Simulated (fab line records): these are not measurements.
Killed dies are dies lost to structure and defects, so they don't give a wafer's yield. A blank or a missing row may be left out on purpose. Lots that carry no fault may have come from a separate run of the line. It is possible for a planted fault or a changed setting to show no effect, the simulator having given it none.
fab line records	flow gf180mcu
record: lots: 24	wafers: 72	lastDay: 36
route steps=602 shown M2@368 M3@415 V3@443
lots with no fault: from the same line, run without faults
startH: hours from the record's first day to the start of the lot's first wafer shown	waitH: hours elapsed since this lot's preceding step	" the same as in the row above	L1.1+2: one row covering several wafers at once	- either no value or no given start	* or withheld: withheld	< > ~ a bound
route shown NAME@n: a module of which the file shows steps, and the number in the route of the first	usual: the fault-free wafers' mean and standard deviation	same: alike in all rows	chamber/n: place in a boat	sites: per-site readings	_std_site: standard deviation across them	_edge_site: mean of outer sites minus mean of inner sites	radiusMm: for every site, how far away it sits from the centre of the wafer	mask NAME#n: copy n	behind: the most recent tool/chamber to have shaped the wafer	hold: reason for holding the lot/hours on hold/outcome of the hold	device: which transistor (n, p or np) failed to switch	end of line: at the end of the route, the tests of the same wafers	where a step has no rows: the recipe by itself	killed: dies lost to structure and defects at the first sort, not the wafer's yield	map: a wafer's dies, x killed, . not, _ none there
set.NAME: the run value of the setting; set.NAME@STEP: its run value at that earlier step	model.NAME: the simulator's own value behind a step, which no gauge read
one table for each step of the route and one row for each wafer, over a sample of lots
services: from which hour (startH, from the record's first day; less than 0 if before it) a tool's chamber was out of use, for how many hours, and why
== steps ==
step: GF_M2_THK_MEAS_06
recipe: thkMeasGauge: xrf	reads: AlCu_of_M2_SPUTTER_02
usual: M2_ALCU_THK: 440/4.4
lot.wafer	tool	chamber	startH	waitH	M2_ALCU_THK[nm]
L074.1	filmMetro-03	-	463.35	0.1	440
L074.3	"	-	"	"	450
L074.4	"	-	"	"	443
L075.1	filmMetro-01	-	475.98	0.1	435
L075.2	"	-	"	"	439
L075.3	"	-	"	"	441
L076.1	filmMetro-01	-	479.32	0.1	441
L076.2	"	-	"	"	440
L076.5	"	-	"	"	439
L077.2	filmMetro-04	-	492.76	0.1	440
L077.4	"	-	"	"	437
L077.5	"	-	"	"	438
L078.2	filmMetro-01	-	504.57	0.1	451
L078.3	"	-	"	"	440
L078.6	"	-	"	"	445
L079.2	filmMetro-04	-	517.06	0.1	435
L079.4	"	-	"	"	434
L079.6	"	-	"	"	440
L080.1	filmMetro-01	-	518.76	0.1	441
L080.2	"	-	"	"	444
L080.5	"	-	"	"	442
L081.2	filmMetro-03	-	524.76	0.1	450
L081.3	"	-	"	"	444
L081.6	"	-	"	"	439
L082.1	filmMetro-03	-	533.82	0.1	432
L082.2	"	-	"	"	436
L082.4	"	-	"	"	439
L083.2	filmMetro-03	-	538.81	0.1	443
L083.5	"	-	"	"	444
L083.6	"	-	"	"	443
L084.1	filmMetro-04	-	546.23	0.1	436
L084.4	"	-	"	"	438
L084.5	"	-	"	"	429
L085.3	filmMetro-04	-	552.18	0.1	442
L085.4	"	-	"	"	439
L085.6	"	-	"	"	432
L086.2	filmMetro-03	-	566.01	0.1	435
L086.3	"	-	"	"	441
L086.6	"	-	"	"	443
L087.2	filmMetro-03	-	571.87	0.1	438
L087.3	"	-	"	"	443
L087.4	"	-	"	"	439
L088.1	filmMetro-03	-	579.73	0.1	443
L088.2	"	-	"	"	442
L088.5	"	-	"	"	442
L089.1	filmMetro-03	-	582.45	0.1	440
L089.2	"	-	"	"	436
L089.4	"	-	"	"	445
L090.2	filmMetro-01	-	593.78	0.1	430
L090.5	"	-	"	"	429
L090.6	"	-	"	"	436
L091.1	filmMetro-03	-	603.03	0.1	440
L091.2	"	-	"	"	441
L091.6	"	-	"	"	442
L092.4	filmMetro-04	-	610.59	0.1	445
L092.5	"	-	"	"	445
L092.6	"	-	"	"	442
L093.2	filmMetro-04	-	612.12	0.1	446
L093.3	"	-	"	"	445
L093.5	"	-	"	"	445
L094.2	filmMetro-04	-	618.71	0.1	428
L094.4	"	-	"	"	437
L094.6	"	-	"	"	436
L095.2	filmMetro-03	-	625.37	0.1	438
L095.5	"	-	"	"	439
L095.6	"	-	"	"	440
L096.4	filmMetro-01	-	633.59	0.1	440
L096.5	"	-	"	"	439
L096.6	"	-	"	"	434
L097.3	filmMetro-01	-	634.17	0.1	438
L097.4	"	-	"	"	439
L097.6	"	-	"	"	437
step: GF_M3_THK_MEAS_06
recipe: thkMeasGauge: xrf	reads: AlCu_of_M3_SPUTTER_02
usual: M3_ALCU_THK: 438/5.2
lot.wafer	tool	chamber	startH	waitH	M3_ALCU_THK[nm]
L074.1	filmMetro-01	-	516.35	0.1	434
L074.3	"	-	"	"	431
L074.4	"	-	"	"	437
L075.1	filmMetro-01	-	529.03	0.1	439
L075.2	"	-	"	"	447
L075.3	"	-	"	"	438
L076.1	filmMetro-01	-	533.08	0.1	436
L076.2	"	-	"	"	442
L076.5	"	-	"	"	436
L077.2	filmMetro-02	-	545.75	0.1	447
L077.4	"	-	"	"	440
L077.5	"	-	"	"	448
L078.2	filmMetro-04	-	556.92	0.1	435
L078.3	"	-	"	"	432
L078.6	"	-	"	"	436
L079.2	filmMetro-04	-	568.65	0.1	439
L079.4	"	-	"	"	445
L079.6	"	-	"	"	438
L080.1	filmMetro-02	-	570.27	0.1	441
L080.2	"	-	"	"	439
L080.5	"	-	"	"	445
L081.2	filmMetro-01	-	576.67	0.1	446
L081.3	"	-	"	"	441
L081.6	"	-	"	"	446
L082.1	filmMetro-01	-	584.65	0.1	433
L082.2	"	-	"	"	434
L082.4	"	-	"	"	433
L083.2	filmMetro-04	-	589.06	0.1	433
L083.5	"	-	"	"	435
L083.6	"	-	"	"	438
L084.1	filmMetro-02	-	596.82	0.1	445
L084.4	"	-	"	"	442
L084.5	"	-	"	"	442
L085.3	filmMetro-04	-	602.68	0.1	440
L085.4	"	-	"	"	439
L085.6	"	-	"	"	435
L086.2	filmMetro-02	-	614.79	0.1	433
L086.3	"	-	"	"	436
L086.6	"	-	"	"	438
L087.2	filmMetro-01	-	619.78	0.1	430
L087.3	"	-	"	"	436
L087.4	"	-	"	"	435
L088.1	filmMetro-01	-	628.80	0.1	437
L088.2	"	-	"	"	434
L088.5	"	-	"	"	435
L089.1	filmMetro-01	-	629.15	0.1	439
L089.2	"	-	"	"	434
L089.4	"	-	"	"	432
L090.2	filmMetro-04	-	640.64	0.1	445
L090.5	"	-	"	"	442
L090.6	"	-	"	"	435
L092.4	filmMetro-04	-	657.68	0.1	429
L092.5	"	-	"	"	427
L092.6	"	-	"	"	432
L093.2	filmMetro-01	-	658.68	0.1	432
L093.3	"	-	"	"	432
L093.5	"	-	"	"	430
L094.2	filmMetro-02	-	665.35	0.1	455
L094.4	"	-	"	"	444
L094.6	"	-	"	"	453
L095.2	filmMetro-04	-	671.33	0.1	439
L095.5	"	-	"	"	438
L095.6	"	-	"	"	439
L096.4	filmMetro-01	-	678.79	0.1	450
L096.5	"	-	"	"	437
L096.6	"	-	"	"	434
L097.3	filmMetro-01	-	679.58	0.1	435
L097.4	"	-	"	"	434
L097.6	"	-	"	"	445
L091.1	filmMetro-02	-	685.16	0.1	440
L091.2	"	-	"	"	438
L091.6	"	-	"	"	441
step: GF_M3_OVL_MEAS_15
usual: M3_OVL: 2/4.6
lot.wafer	tool	chamber	startH	waitH	M3_OVL[nm]
L074.1	overlay-02	-	540.88	0.1	7
L074.3	"	-	"	"	12
L074.4	"	-	"	"	4
L075.1	overlay-02	-	553.22	0.1	3
L075.2	"	-	"	"	6
L075.3	"	-	"	"	8
L076.1	overlay-01	-	556.57	0.1	3
L076.2	"	-	"	"	2
L076.5	"	-	"	"	4
L077.2	overlay-01	-	569.43	0.1	-4
L077.4	"	-	"	"	3
L077.5	"	-	"	"	-3
L078.2	overlay-01	-	579.79	0.1	7
L078.3	"	-	"	"	6
L078.6	"	-	"	"	-5
L079.2	overlay-01	-	591.69	0.1	-3
L079.4	"	-	"	"	-2
L079.6	"	-	"	"	-1
L080.1	overlay-01	-	593.27	0.1	6
L080.2	"	-	"	"	12
L080.5	"	-	"	"	8
L081.2	overlay-02	-	599.39	0.1	0
L081.3	"	-	"	"	4
L081.6	"	-	"	"	1
L082.1	overlay-02	-	607.62	0.1	0
L082.2	"	-	"	"	0
L082.4	"	-	"	"	0
L083.2	overlay-02	-	611.54	0.1	-3
L083.5	"	-	"	"	0
L083.6	"	-	"	"	-3
L084.1	overlay-01	-	619.14	0.1	11
L084.4	"	-	"	"	9
L084.5	"	-	"	"	9
L085.3	overlay-01	-	625.30	0.1	6
L085.4	"	-	"	"	3
L085.6	"	-	"	"	1
L086.2	overlay-02	-	636.58	0.1	0
L086.3	"	-	"	"	3
L086.6	"	-	"	"	-9
L087.2	overlay-01	-	641.45	0.1	2
L087.3	"	-	"	"	9
L087.4	"	-	"	"	11
L088.1	overlay-02	-	650.53	0.1	-1
L088.2	"	-	"	"	2
L088.5	"	-	"	"	0
L089.1	overlay-01	-	650.74	0.1	3
L089.2	"	-	"	"	-4
L089.4	"	-	"	"	1
L090.2	overlay-01	-	661.83	0.1	-3
L090.5	"	-	"	"	5
L090.6	"	-	"	"	-1
L092.4	overlay-01	-	678.49	0.1	0
L092.5	"	-	"	"	8
L092.6	"	-	"	"	7
L093.2	overlay-01	-	679.04	0.1	-1
L093.3	"	-	"	"	-1
L093.5	"	-	"	"	7
L094.2	overlay-02	-	685.78	0.1	-2
L094.4	"	-	"	"	-1
L094.6	"	-	"	"	1
L095.2	overlay-01	-	691.69	0.1	6
L095.5	"	-	"	"	4
L095.6	"	-	"	"	8
L096.4	overlay-01	-	699.01	0.1	3
L096.5	"	-	"	"	-1
L096.6	"	-	"	"	3
L097.3	overlay-02	-	699.64	0.1	-10
L097.4	"	-	"	"	1
L097.6	"	-	"	"	0
L091.1	overlay-01	-	704.98	0.1	-1
L091.2	"	-	"	"	-3
L091.6	"	-	"	"	-1
step: GF_V3_CD_MEAS_14
recipe: targetCdNm: 260
usual: cdNm: 259.6/0.91
lot.wafer	tool	chamber	startH	waitH	cdNm
L074.1	cdSem-01	-	566.40	0.1	259.6
L074.3	"	-	"	"	260.9
L074.4	"	-	"	"	260.0
L075.1	cdSem-02	-	578.95	0.1	258.5
L075.2	"	-	"	"	258.7
L075.3	"	-	"	"	260.0
L076.1	cdSem-01	-	581.55	0.1	260.8
L076.2	"	-	"	"	261.0
L076.5	"	-	"	"	259.2
L077.2	cdSem-02	-	593.82	0.1	261.1
L077.4	"	-	"	"	259.7
L077.5	"	-	"	"	261.5
L078.2	cdSem-01	-	603.87	0.1	260.0
L078.3	"	-	"	"	259.7
L078.6	"	-	"	"	259.8
L079.2	cdSem-01	-	615.42	0.1	259.2
L079.4	"	-	"	"	257.6
L079.6	"	-	"	"	259.0
L080.1	cdSem-01	-	617.50	0.1	260.2
L080.2	"	-	"	"	260.4
L080.5	"	-	"	"	260.4
L081.2	cdSem-01	-	623.27	0.1	258.6
L081.3	"	-	"	"	257.7
L081.6	"	-	"	"	258.9
L082.1	cdSem-01	-	630.16	0.1	258.8
L082.2	"	-	"	"	258.7
L082.4	"	-	"	"	258.8
L083.2	cdSem-02	-	634.87	0.1	260.8
L083.5	"	-	"	"	259.6
L083.6	"	-	"	"	260.6
L084.1	cdSem-02	-	642.41	0.1	260.4
L084.4	"	-	"	"	258.9
L084.5	"	-	"	"	259.5
L085.3	cdSem-02	-	648.39	0.1	261.1
L085.4	"	-	"	"	261.4
L085.6	"	-	"	"	261.5
L086.2	cdSem-02	-	658.83	0.1	259.5
L086.3	"	-	"	"	258.9
L086.6	"	-	"	"	259.1
L087.2	cdSem-02	-	664.56	0.1	261.9
L087.3	"	-	"	"	260.8
L087.4	"	-	"	"	260.4
L088.1	cdSem-02	-	672.41	0.1	259.1
L088.2	"	-	"	"	258.3
L088.5	"	-	"	"	258.8
L089.1	cdSem-02	-	672.55	0.1	259.3
L089.2	"	-	"	"	259.9
L089.4	"	-	"	"	258.4
L090.2	cdSem-02	-	683.83	0.1	258.6
L090.5	"	-	"	"	258.3
L090.6	"	-	"	"	259.6
L092.4	cdSem-01	-	700.66	0.1	259.5
L092.5	"	-	"	"	259.3
L092.6	"	-	"	"	259.0
L093.2	cdSem-01	-	700.97	0.1	260.1
L093.3	"	-	"	"	259.6
L093.5	"	-	"	"	258.1
L094.2	cdSem-02	-	707.13	0.1	259.7
L094.4	"	-	"	"	259.5
L094.6	"	-	"	"	259.9
L095.2	cdSem-01	-	713.37	0.1	260.5
L095.5	"	-	"	"	260.3
L095.6	"	-	"	"	260.4
L096.4	cdSem-02	-	720.42	0.1	258.5
L096.5	"	-	"	"	259.5
L096.6	"	-	"	"	258.6
L097.3	cdSem-02	-	721.04	0.1	259.4
L097.4	"	-	"	"	259.2
L097.6	"	-	"	"	261.2
L091.1	cdSem-01	-	725.11	0.1	258.2
L091.2	"	-	"	"	259.7
L091.6	"	-	"	"	258.2
step: GF_V3_OVL_MEAS_15
usual: V3_OVL: 2/4.3
lot.wafer	tool	chamber	startH	waitH	V3_OVL[nm]
L074.1	overlay-02	-	566.52	0.1	7
L074.3	"	-	"	"	9
L074.4	"	-	"	"	-1
L075.1	overlay-02	-	579.07	0.1	-5
L075.2	"	-	"	"	-3
L075.3	"	-	"	"	-4
L076.1	overlay-01	-	581.67	0.1	4
L076.2	"	-	"	"	4
L076.5	"	-	"	"	2
L077.2	overlay-02	-	593.93	0.1	6
L077.4	"	-	"	"	7
L077.5	"	-	"	"	7
L078.2	overlay-01	-	603.98	0.1	-1
L078.3	"	-	"	"	0
L078.6	"	-	"	"	-5
L079.2	overlay-01	-	615.53	0.1	6
L079.4	"	-	"	"	9
L079.6	"	-	"	"	1
L080.1	overlay-02	-	617.62	0.1	7
L080.2	"	-	"	"	5
L080.5	"	-	"	"	-2
L081.2	overlay-02	-	623.38	0.1	4
L081.3	"	-	"	"	2
L081.6	"	-	"	"	-2
L082.1	overlay-01	-	630.28	0.1	-1
L082.2	"	-	"	"	0
L082.4	"	-	"	"	3
L083.2	overlay-01	-	634.98	0.1	3
L083.5	"	-	"	"	10
L083.6	"	-	"	"	5
L084.1	overlay-01	-	642.53	0.1	-2
L084.4	"	-	"	"	-3
L084.5	"	-	"	"	6
L085.3	overlay-02	-	648.48	0.1	4
L085.4	"	-	"	"	12
L085.6	"	-	"	"	2
L086.2	overlay-02	-	658.93	0.1	5
L086.3	"	-	"	"	-4
L086.6	"	-	"	"	4
L087.2	overlay-01	-	664.66	0.1	1
L087.3	"	-	"	"	3
L087.4	"	-	"	"	1
L088.1	overlay-02	-	672.53	0.1	5
L088.2	"	-	"	"	5
L088.5	"	-	"	"	5
L089.1	overlay-02	-	672.67	0.1	4
L089.2	"	-	"	"	4
L089.4	"	-	"	"	4
L090.2	overlay-01	-	683.93	0.1	-1
L090.5	"	-	"	"	7
L090.6	"	-	"	"	1
L092.4	overlay-02	-	700.74	0.1	2
L092.5	"	-	"	"	5
L092.6	"	-	"	"	-4
L093.2	overlay-02	-	701.08	0.1	-1
L093.3	"	-	"	"	-4
L093.5	"	-	"	"	-1
L094.2	overlay-01	-	707.23	0.1	5
L094.4	"	-	"	"	2
L094.6	"	-	"	"	2
L095.2	overlay-01	-	713.48	0.1	-5
L095.5	"	-	"	"	-5
L095.6	"	-	"	"	1
L096.4	overlay-02	-	720.50	0.1	-4
L096.5	"	-	"	"	2
L096.6	"	-	"	"	-5
L097.3	overlay-02	-	721.13	0.1	-2
L097.4	"	-	"	"	5
L097.6	"	-	"	"	3
L091.1	overlay-01	-	725.23	0.1	2
L091.2	"	-	"	"	2
L091.6	"	-	"	"	1
step: GF_V3_SPUTTER_21
recipe: material: Ti	targetThkNm: 15	chamberPressurePa: 5	powerW: 2500	substrateTempC: 200	timeS: 76.1
usual: throttleValvePct: 29.4/0.99
lot.wafer	tool	chamber	startH	waitH	throttleValvePct
L074.1	pvdSputter-02	-	567.25	0.0	29.5
L074.3	"	-	"	"	30.2
L074.4	"	-	"	"	30.1
L075.1	pvdSputter-02	-	579.77	0.0	30.3
L075.2	"	-	"	"	30.2
L075.3	"	-	"	"	29.6
L076.1	pvdSputter-01	-	582.37	0.0	30.3
L076.2	"	-	"	"	30.0
L076.5	"	-	"	"	29.9
L077.2	pvdSputter-03	-	594.64	0.0	29.7
L077.4	"	-	"	"	29.6
L077.5	"	-	"	"	29.4
L078.2	pvdSputter-03	-	604.67	0.0	28.0
L078.3	"	-	"	"	29.4
L078.6	"	-	"	"	27.7
L079.2	pvdSputter-03	-	616.22	0.0	27.8
L079.4	"	-	"	"	29.4
L079.6	"	-	"	"	29.5
L080.1	pvdSputter-02	-	618.32	0.0	30.3
L080.2	"	-	"	"	27.3
L080.5	"	-	"	"	27.6
L081.2	pvdSputter-01	-	624.11	0.0	29.0
L081.3	"	-	"	"	30.1
L081.6	"	-	"	"	31.0
L082.1	pvdSputter-03	-	630.98	0.0	29.6
L082.2	"	-	"	"	29.5
L082.4	"	-	"	"	27.7
L083.2	pvdSputter-02	-	635.70	0.0	30.2
L083.5	"	-	"	"	27.3
L083.6	"	-	"	"	29.9
L084.1	pvdSputter-02	-	643.24	0.0	29.4
L084.4	"	-	"	"	30.0
L084.5	"	-	"	"	27.6
L085.3	pvdSputter-03	-	649.20	0.0	29.5
L085.4	"	-	"	"	29.1
L085.6	"	-	"	"	29.5
L086.2	pvdSputter-03	-	659.63	0.0	29.4
L086.3	"	-	"	"	29.7
L086.6	"	-	"	"	29.6
L087.2	pvdSputter-03	-	665.35	0.0	29.9
L087.3	"	-	"	"	27.8
L087.4	"	-	"	"	29.6
L088.1	pvdSputter-01	-	673.23	0.0	30.4
L088.2	"	-	"	"	29.9
L088.5	"	-	"	"	30.6
L089.1	pvdSputter-01	-	673.37	0.0	30.5
L089.2	"	-	"	"	30.6
L089.4	"	-	"	"	29.9
L090.2	pvdSputter-03	-	684.66	0.0	29.7
L090.5	"	-	"	"	29.6
L090.6	"	-	"	"	29.6
L092.4	pvdSputter-03	-	701.42	0.0	27.8
L092.5	"	-	"	"	29.4
L092.6	"	-	"	"	29.8
L093.2	pvdSputter-02	-	701.77	0.0	30.4
L093.3	"	-	"	"	29.3
L093.5	"	-	"	"	30.3
L094.2	pvdSputter-01	-	707.93	0.0	29.8
L094.4	"	-	"	"	28.5
L094.6	"	-	"	"	30.4
L095.2	pvdSputter-03	-	714.20	0.0	29.5
L095.5	"	-	"	"	29.5
L095.6	"	-	"	"	29.7
L096.4	pvdSputter-03	-	721.22	0.0	29.5
L096.5	"	-	"	"	29.3
L096.6	"	-	"	"	29.7
L097.3	pvdSputter-01	-	721.85	0.0	28.6
L097.4	"	-	"	"	30.0
L097.6	"	-	"	"	30.4
L091.1	pvdSputter-03	-	725.93	0.0	27.7
L091.2	"	-	"	"	29.5
L091.6	"	-	"	"	29.9
== services ==
tool	chamber	startH	hours	kind
pvdSputter-01	-	624.66	13.4	repair
pvdSputter-02	-	639.13	2.7	repair
pvdSputter-01	3	663.47	-	consumableReplace:kit
pvdSputter-01	3	663.47	18.0	scheduledDown
pvdSputter-01	3	663.47	18.0	ventCycle
pvdSputter-01	-	666.43	5.6	repair
pvdSputter-03	3	669.65	-	consumableReplace:kit
pvdSputter-03	3	669.65	18.0	scheduledDown
pvdSputter-03	3	669.65	18.0	ventCycle
pvdSputter-03	-	674.90	7.8	repair
pvdSputter-02	0	708.37	-	consumableReplace:kit
pvdSputter-02	0	708.37	18.0	scheduledDown
pvdSputter-02	0	708.37	18.0	ventCycle
== key ==
fault none
